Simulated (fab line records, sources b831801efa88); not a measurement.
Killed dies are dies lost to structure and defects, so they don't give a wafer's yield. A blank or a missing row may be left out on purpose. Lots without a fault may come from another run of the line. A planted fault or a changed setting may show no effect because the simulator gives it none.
fab line records | flow sky130
record lots=7 wafers=21 last_day=50
route steps=708 shown RES_XHIGH@341 SD_N@342 PAD_OPEN@708
lots that met no fault: from a run of the same line without faults
start_h: hours from the record's first day to the start of the lot's first wafer shown | wait_h: hours since the lot's step before | " the same as in the row above | L1.1+2: a row that stands for several wafers | - no value, or no start given | * or withheld: withheld | < > ~ a bound
route shown NAME@n: a module of which the file shows steps, and the number in the route of the first | usual: mean/standard deviation of fault-free wafers | same: alike in all rows | chamber/n: place in a boat | sites: the reading at each site | _std_site: their standard deviation | _edge_site: outer sites' mean less inner sites' | radius_mm: how far each site lies from the wafer's centre | mask NAME#n: copy n | behind: the tool/chamber that last shaped the wafer | hold: why the lot was held/for how many hours/how that ended | device: the transistor (n, p or np) that didn't switch | end of line: the same wafers' tests at the end of the route | a step without rows: its recipe alone | killed: dies lost to structure and defects at the first sort, not the wafer's yield | map: a wafer's dies, x killed, . not, _ none there
set.NAME: the setting as run; set.NAME@STEP: as run at that earlier step | model.NAME: the simulator's own value behind a step, which no gauge read
lots at some steps of the route; a table a step, a row a wafer
services: from which hour (start_h, from the record's first day; less than 0 if before it) a tool's chamber was out of use, for how many hours, and why
## steps
# step SKY_RES_XHIGH_TW_MEAS_09
# usual RES_XHIGH_TW=1629/12
# columns lot.wafer tool chamber start_h wait_h RES_XHIGH_TW
L616.1 film_metro-04 - 640.46 0.1 1609
L616.3 " - " " 1620
L616.5 " - " " 1621
L618.1 film_metro-04 - 645.77 0.1 1627
L618.4 " - " " 1628
L618.5 " - " " 1620
L623.4 film_metro-02 - 697.35 0.1 1651
L623.5 " - " " 1639
L623.6 " - " " 1641
L632.3 film_metro-01 - 767.13 0.1 1633
L632.5 " - " " 1637
L632.6 " - " " 1627
L635.3 film_metro-02 - 781.63 0.1 1631
L635.4 " - " " 1636
L635.5 " - " " 1635
L636.1 film_metro-04 - 790.12 0.1 1606
L636.3 " - " " 1602
L636.4 " - " " 1604
L637.2 film_metro-01 - 795.97 0.1 1616
L637.3 " - " " 1618
L637.6 " - " " 1621
# step SKY_SD_N_DEHYDRATE_00
# recipe temp_c=200 time_s=60
# step SKY_SD_N_HMDS_01
# recipe prime_time_s=60 prime_temp_c=120
# step SKY_SD_N_COAT_02
# recipe resist=NOVOLAK spin_rpm=3000 resist_thk_nm=1140
# step SKY_SD_N_SOFTBAKE_03
# recipe temp_c=90 time_s=60 resist=NOVOLAK
# step SKY_SD_N_EXPOSE_04
# recipe mask_id=NSDM na=0.6 source_shape=conventional sigma_outer=0.6 polarization=unpolarized target_cd_nm=380 dose_mj=141
# step SKY_SD_N_PEB_05
# recipe temp_c=withheld time_s=* resist=NOVOLAK
# step SKY_SD_N_DEVELOP_06
# recipe resist=NOVOLAK developer=TMAH develop_time_s=60 dev_temp_c=23
# step SKY_SD_N_CD_MEAS_07
# recipe target_cd_nm=380
# usual cd_nm=380.4/2.5
# columns lot.wafer tool chamber start_h wait_h cd_nm
L616.1 cd_sem-01 - 669.46 0.1 377.4
L616.3 " - " " 376.6
L616.5 " - " " 376.6
L618.1 cd_sem-02 - 673.17 0.1 383.9
L618.4 " - " " 383.0
L618.5 " - " " 383.2
L623.4 cd_sem-02 - 725.53 0.1 377.6
L623.5 " - " " 377.5
L623.6 " - " " 379.4
L632.3 cd_sem-02 - 792.71 0.1 381.3
L632.5 " - " " 381.7
L632.6 " - " " 381.8
L635.3 cd_sem-02 - 808.10 0.1 379.8
L635.4 " - " " 378.4
L635.5 " - " " 378.9
L636.1 cd_sem-01 - 815.52 0.1 378.0
L636.3 " - " " 378.9
L636.4 " - " " 380.5
L637.2 cd_sem-01 - 822.04 0.1 381.4
L637.3 " - " " 381.8
L637.6 " - " " 380.4
# step SKY_SD_N_OVL_MEAS_08
# usual SD_N_OVL=0.8/1.4
# columns lot.wafer tool chamber start_h wait_h SD_N_OVL[nm]
L616.1 overlay-02 - 669.58 0.1 0.7
L616.3 " - " " -0.5
L616.5 " - " " 1.0
L618.1 overlay-01 - 673.29 0.1 -0.8
L618.4 " - " " -2.9
L618.5 " - " " -1.4
L623.4 overlay-02 - 725.60 0.1 1.9
L623.5 " - " " 2.5
L623.6 " - " " 1.9
L632.3 overlay-02 - 792.80 0.1 0.2
L632.5 " - " " 1.0
L632.6 " - " " 2.5
L635.3 overlay-01 - 808.20 0.1 1.2
L635.4 " - " " 0.7
L635.5 " - " " 1.7
L636.1 overlay-02 - 815.64 0.1 2.7
L636.3 " - " " 1.7
L636.4 " - " " 2.1
L637.2 overlay-02 - 822.14 0.1 1.6
L637.3 " - " " 0.5
L637.6 " - " " 2.7
# step SKY_SD_N_IMPLANT_09
# recipe species=As energy_kev=50 dose_cm2=4e+15 tilt_deg=0
# step SKY_SD_N_IMPLANT_10
# recipe species=P energy_kev=20 dose_cm2=1e+14 tilt_deg=0
# step SKY_SD_N_STRIP_11
# recipe chemistry=O2/N2 power_w=1400 pressure_mtorr=1500 platen_temp_c=withheld o2_flow_sccm=3000 n2_flow_sccm=300 overash_fraction=0.5
# usual chamber_pressure_mTorr=1500.0/1.3 drypump_motor_current_A=6.1/0.4 o2_flow_sccm=3001/9.1 oes_product_au=0.528/0.004 strip_time_to_endpoint_s=22.54/0.044
# same overash_fraction=0.5
# columns lot.wafer tool chamber start_h wait_h chamber_pressure_mTorr drypump_motor_current_A o2_flow_sccm oes_product_au rf_hours_counter_h strip_time_to_endpoint_s
L616.1 plasma_asher-03 1 669.92 0.1 1500.4 6.3 2999 0.528 97 22.53
L616.3 " 0 " " 1501.2 6.6 2994 0.526 - 22.54
L616.5 " 1 " " 1499.0 6.3 2997 0.533 - 22.54
L618.1 plasma_asher-04 0 673.63 0.1 1499.4 5.5 2994 0.529 55 22.49
L618.4 " 0 " " 1498.6 5.5 3010 0.525 - 22.48
L618.5 " 0 " " 1500.7 5.5 3009 0.528 - 22.52
L623.4 plasma_asher-04 0 725.96 0.1 1499.7 5.5 3002 0.530 - 22.51
L623.5 " 0 " " 1501.0 5.5 2995 0.525 - 22.50
L623.6 " 1 " " 1500.4 5.4 3000 0.531 - 22.50
L632.3 plasma_asher-03 0 793.16 0.1 1500.6 6.6 2397 0.516 - 22.87
L632.5 " 1 " " 1499.4 6.3 2391 0.526 - 22.87
L632.6 " 0 " " 1499.0 6.6 2409 0.517 - 22.89
L635.3 plasma_asher-03 0 808.55 0.1 1498.2 6.6 2409 0.528 - 22.85
L635.4 " 1 " " 1501.8 6.3 2390 0.520 - 22.90
L635.5 " 0 " " 1500.3 6.6 2409 0.524 - 22.81
L636.1 plasma_asher-03 0 815.98 0.1 1501.2 6.6 2407 0.523 7 22.81
L636.3 " 0 " " 1498.3 6.6 2395 0.526 - 22.81
L636.4 " 1 " " 1501.9 6.3 2396 0.525 - 22.85
L637.2 plasma_asher-02 1 822.47 0.1 1499.4 6.0 3010 0.525 97 22.62
L637.3 " 1 " " 1499.6 6.0 3003 0.526 - 22.58
L637.6 " 0 " " 1499.4 6.2 3029 0.531 - 22.62
# step SKY_SD_N_TW_MEAS_12
# usual SD_N_TW=3950/38
# columns lot.wafer tool chamber start_h wait_h SD_N_TW
L616.1 film_metro-02 - 670.02 0.1 3962
L616.3 " - " " 3974
L616.5 " - " " 3978
L618.1 film_metro-04 - 673.73 0.1 3923
L618.4 " - " " 3942
L618.5 " - " " 3929
L623.4 film_metro-02 - 726.05 0.1 3972
L623.5 " - " " 3969
L623.6 " - " " 3982
L632.3 film_metro-02 - 793.24 0.1 3972
L632.5 " - " " 3999
L632.6 " - " " 3986
L635.3 film_metro-02 - 808.64 0.1 3982
L635.4 " - " " 3985
L635.5 " - " " 3982
L636.1 film_metro-02 - 816.08 0.1 3943
L636.3 " - " " 3931
L636.4 " - " " 3942
L637.2 film_metro-02 - 822.58 0.1 3968
L637.3 " - " " 3964
L637.6 " - " " 3971
# step SKY_PAD_OPEN_PROBE_99
# usual killed_at_M0_to_M3=44/7.1 killed_at_M4_up=3/1.6 killed_at_contacts=24/5.4 killed_at_front_end=15/4.7 killed_at_other=0.3/0.51 killed_dies=87/9.9 killed_open=48/7.6 killed_short=39/6.3
# same gross_dies=492 killed_at_back_side=0
# columns lot.wafer tool chamber start_h wait_h killed_at_M0_to_M3 killed_at_M4_up killed_at_contacts killed_at_front_end killed_at_other killed_dies killed_open killed_short
L616.1 prober-01 - 1092.58 0.1 45 2 21 13 0 81 41 40
L616.3 prober-01 - 1092.68 0.2 44 3 23 13 1 84 43 41
L616.5 prober-01 - 1092.78 0.2 44 3 29 7 0 83 44 39
L632.3 prober-01 - 1175.64 0.2 49 4 23 10 1 87 49 38
L632.5 prober-01 - 1175.74 0.2 48 4 29 13 0 94 54 40
L632.6 prober-01 - 1175.79 0.2 53 1 22 20 0 96 53 43
L635.3 prober-02 - 1188.74 0.2 26 3 16 17 0 62 34 28
L635.4 prober-02 - 1188.79 0.2 40 2 31 25 1 99 57 42
L635.5 prober-02 - 1188.84 0.2 40 3 25 16 0 84 44 40
L636.1 prober-01 - 1191.49 0.1 38 5 18 14 0 75 42 33
L636.3 prober-01 - 1191.59 0.2 48 5 17 9 0 79 44 35
L636.4 prober-01 - 1191.64 0.2 35 3 27 11 0 76 43 33
# killed by level:class
L616.1 VIA1:geometric_particle:short=11 VIA1:geometric_particle:open=7 LI_CONTACT:geometric_particle:open=7 CONTACT:geometric_particle:open=6 VIA3:geometric_particle:open=6 METAL2:geometric_particle:short=5 VIA2:geometric_particle:open=5 VIA2:geometric_particle:short=5
L616.3 CONTACT:geometric_particle:open=9 VIA1:geometric_particle:open=8 VIA3:geometric_particle:open=7 VIA1:geometric_particle:short=7 METAL1:geometric_particle:short=6 CONTACT:geometric_particle:short=6 VIA2:geometric_particle:open=6 LI_CONTACT:geometric_particle:open=4
L616.5 CONTACT:geometric_particle:open=10 VIA1:geometric_particle:open=9 VIA3:geometric_particle:open=7 LOCAL_INTERCONNECT:geometric_particle:short=6 METAL2:geometric_particle:short=6 VIA2:geometric_particle:open=6 CONTACT:geometric_particle:short=5 METAL1:geometric_particle:short=5
L632.3 VIA1:geometric_particle:open=11 CONTACT:geometric_particle:open=10 LI_CONTACT:geometric_particle:open=9 VIA3:geometric_particle:open=7 METAL2:geometric_particle:short=6 VIA3:geometric_particle:short=6 VIA2:geometric_particle:open=5 VIA2:geometric_particle:short=4
L632.5 VIA1:geometric_particle:open=12 CONTACT:geometric_particle:open=11 VIA3:geometric_particle:open=8 METAL2:geometric_particle:short=7 LI_CONTACT:geometric_particle:open=6 METAL1:geometric_particle:short=5 VIA1:geometric_particle:short=5 LI_CONTACT:geometric_particle:short=4
L632.6 CONTACT:geometric_particle:open=11 VIA1:geometric_particle:open=10 VIA1:geometric_particle:short=9 METAL1:geometric_particle:short=8 POLY_GATE:geometric_particle:open=7 VIA2:geometric_particle:open=6 METAL1:geometric_particle:open=5 METAL2:geometric_particle:short=5
L635.3 CONTACT:geometric_particle:open=6 POLY_GATE:geometric_particle:open=5 VIA1:geometric_particle:open=5 FIELD_ISO:geometric_particle:short=4 CONTACT:geometric_particle:short=4 VIA2:geometric_particle:open=4 VIA3:geometric_particle:open=4 FIELD_ISO:geometric_particle:open=3
L635.4 LI_CONTACT:geometric_particle:open=11 POLY_GATE:geometric_particle:open=8 VIA3:geometric_particle:open=8 VIA1:geometric_particle:open=8 LI_CONTACT:geometric_particle:short=6 CONTACT:geometric_particle:open=6 METAL2:geometric_particle:short=6 FIELD_ISO:geometric_particle:open=5
L635.5 CONTACT:geometric_particle:open=8 CONTACT:geometric_particle:short=7 VIA1:geometric_particle:open=7 METAL2:geometric_particle:short=6 VIA2:geometric_particle:open=6 FIELD_ISO:geometric_particle:open=5 LI_CONTACT:geometric_particle:open=5 METAL1:geometric_particle:short=5
L636.1 VIA1:geometric_particle:open=16 LI_CONTACT:geometric_particle:open=10 METAL1:geometric_particle:short=6 FIELD_ISO:geometric_particle:open=5 METAL4:geometric_particle:short=5 FIELD_ISO:geometric_particle:short=4 POLY_GATE:geometric_particle:open=3 CONTACT:geometric_particle:open=3
L636.3 VIA1:geometric_particle:open=11 LI_CONTACT:geometric_particle:open=7 METAL1:geometric_particle:short=7 VIA1:geometric_particle:short=7 CONTACT:geometric_particle:open=6 VIA2:geometric_particle:open=6 METAL2:geometric_particle:short=5 VIA3:geometric_particle:open=4
L636.4 CONTACT:geometric_particle:open=10 LI_CONTACT:geometric_particle:open=7 VIA1:geometric_particle:open=7 CONTACT:geometric_particle:short=6 VIA3:geometric_particle:open=5 METAL3:geometric_particle:short=5 VIA2:geometric_particle:open=4 FIELD_ISO:geometric_particle:short=3
## services
# columns tool chamber start_h hours kind
plasma_asher-03 - 733.75 9.0 pm
plasma_asher-03 0 733.75 9.0 vent_cycle
plasma_asher-03 1 733.75 9.0 vent_cycle
plasma_asher-03 0 742.75 - clean
plasma_asher-03 1 742.75 - clean
## key
first_sign step=SKY_SD_N_STRIP_11 reading=o2_flow_sccm direction=down sigmas=66 usual=3001 struck=2400
effect step=SKY_SD_N_STRIP_11 reading=strip_time_to_endpoint_s direction=up sigmas=6.9 usual=* struck=*
met_at SKY_SD_N_STRIP_11
struck_wafers L632.3,L632.5,L632.6,L635.3,L635.4,L635.5,L636.1,L636.3,L636.4
tester_left_out L632,L635,L636
onset_between 669.92 793.16
fault kind=process_parameter_drift tool=plasma_asher-03 chamber=- onset_h=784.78 steps=SKY_SD_N_STRIP_11 channel=o2_flow_sccm offset=-600 shape=step end_h=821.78 acts_in=these_recipes_only stated=3000
# tester_left_out: of these lots the tester's yield and bins aren't shown, on N5 and GAA mostly nor the transistor test; their killed dies are dies lost to structure and defects alone, not to doping, threshold or leakage, so they don't give the yield
